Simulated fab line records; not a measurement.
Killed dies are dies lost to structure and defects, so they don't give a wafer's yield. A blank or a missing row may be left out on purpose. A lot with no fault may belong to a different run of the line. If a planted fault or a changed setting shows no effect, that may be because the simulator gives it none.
The tool behind it: which one? | flow sky130 | 42 wafers from 14 lots sampled at 2 of the route's 708 steps

## WHAT THE GAUGES READ, wafer by wafer
SKY_SD_P_OVL_MEAS_08.
lot  | measured     | on         | SD_P_OVL (nm)
L313 | day 25 11:10 | overlay-01 | 1.3 1.9 1.2
L314 | day 25 23:43 | overlay-02 | -0.3 -1.9 -1.2
L315 | day 26 08:22 | overlay-02 | -0.8 0.5 -1.3
L316 | day 26 21:04 | overlay-01 | 0.7 -2.1 -0.3
L317 | day 27 07:52 | overlay-01 | 0.5 0.5 -0.1
L319 | day 27 16:58 | overlay-01 | 0.1 -0.8 1.1
L318 | day 27 18:03 | overlay-02 | 68.6 69.4 68.6
L320 | day 28 03:18 | overlay-02 | 69.0 68.2 66.4
L321 | day 28 22:16 | overlay-02 | 67.6 67.3 68.5
L328 | day 31 08:19 | overlay-01 | -1.1 0.6 0.0
L329 | day 31 11:16 | overlay-02 | -1.5 -1.1 0.1
L331 | day 31 22:19 | overlay-02 | 0.5 -2.3 1.5
L333 | day 32 12:51 | overlay-01 | 1.3 -0.8 0.5
L334 | day 32 19:37 | overlay-01 | -0.3 0.4 0.7

## WHAT TOOL EACH LOT RAN ON (gives the tool, then ch and the chambers of the sampled wafers, and finally the start)
lot  | SKY_SD_P_EXPOSE_04
L313 | iline-stepper-01 ch 0, day 24 20:28
L314 | iline-stepper-01 ch 0, day 25 09:17
L315 | iline-stepper-01 ch 0, day 25 17:31
L316 | iline-stepper-02 ch 0, day 26 07:19
L317 | iline-stepper-02 ch 0, day 26 17:20
L319 | iline-stepper-01 ch 0, day 27 02:36
L318 | iline-stepper-01 ch 0, day 27 03:26
L320 | iline-stepper-01 ch 0, day 27 14:22
L321 | iline-stepper-01 ch 0, day 28 07:40
L328 | iline-stepper-02 ch 0, day 30 17:55
L329 | iline-stepper-02 ch 0, day 30 21:21
L331 | iline-stepper-02 ch 0, day 31 09:22
L333 | iline-stepper-02 ch 0, day 31 22:34
L334 | iline-stepper-02 ch 0, day 32 06:26
- SKY_SD_P_EXPOSE_04: exposes mask PSDM, target cd 380 nm.

## AS READ BY THE TOOLS THEMSELVES (means over the sampled wafers that have a number; for cases with no such wafer, the mark the record gives instead)
SKY_SD_P_EXPOSE_04.
lot  | tool             | reticle-temp-C (C)
L313 | iline-stepper-01 | 22.93
L314 | iline-stepper-01 | 22.93
L315 | iline-stepper-01 | 22.99
L316 | iline-stepper-02 | 22.91
L317 | iline-stepper-02 | 23.12
L319 | iline-stepper-01 | 22.95
L318 | iline-stepper-01 | 22.96
L320 | iline-stepper-01 | 23.00
L321 | iline-stepper-01 | 22.89
L328 | iline-stepper-02 | 22.82
L329 | iline-stepper-02 | 22.97
L331 | iline-stepper-02 | 22.96
L333 | iline-stepper-02 | 23.24
L334 | iline-stepper-02 | 22.88

## THE ANSWER, worked out from the rows above alone
Rule: the lots themselves supply what counts as usual. Put in order of their means at a reading, lots are off if they are a third of the lots or fewer, leave a main group of 4 or more, and stand apart from it by a gap of 3 or more times the standard deviation of the main group's means; of several such gaps the widest counts. A main group is skipped when, at the precision printed for the reading in the tables above, its means are all equal. Also off: a lot with no number at a reading for which 4 or more lots have one. Where the step has rows for the other lots, those lots are counted as sound. After the gauges, taken in route order, come the tools' own readings; for these a lot's mean is taken, as printed above. At the first step where some lot is off, the reading lying furthest off is the one used; lots without a number count as furthest.
Off: L318, L320, L321, at SKY_SD_P_OVL_MEAS_08 (SD_P_OVL). For the main group the mean is -0.1 nm and the standard deviation 0.67.
If a tool, at a process step before that reading, ran all the lots that are off and no sound lot after the first of them, it fits. Those tools and the gauges at SKY_SD_P_OVL_MEAS_08 are tried in the same way. One fits: SKY_SD_P_EXPOSE_04 on iline-stepper-01. Its last sound lot is L319 (day 27 02:36), its first lot that is off L318 (day 27 03:26): a fault that began between those two fits.

## WHAT THE SIMULATOR PUT IN
Scanner matching overlay: iline-stepper-01, from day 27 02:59 on, at SKY_SD_P_EXPOSE_04. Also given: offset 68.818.
Struck lots among those shown: L318, L320, L321. The rule given above showed the same thing.
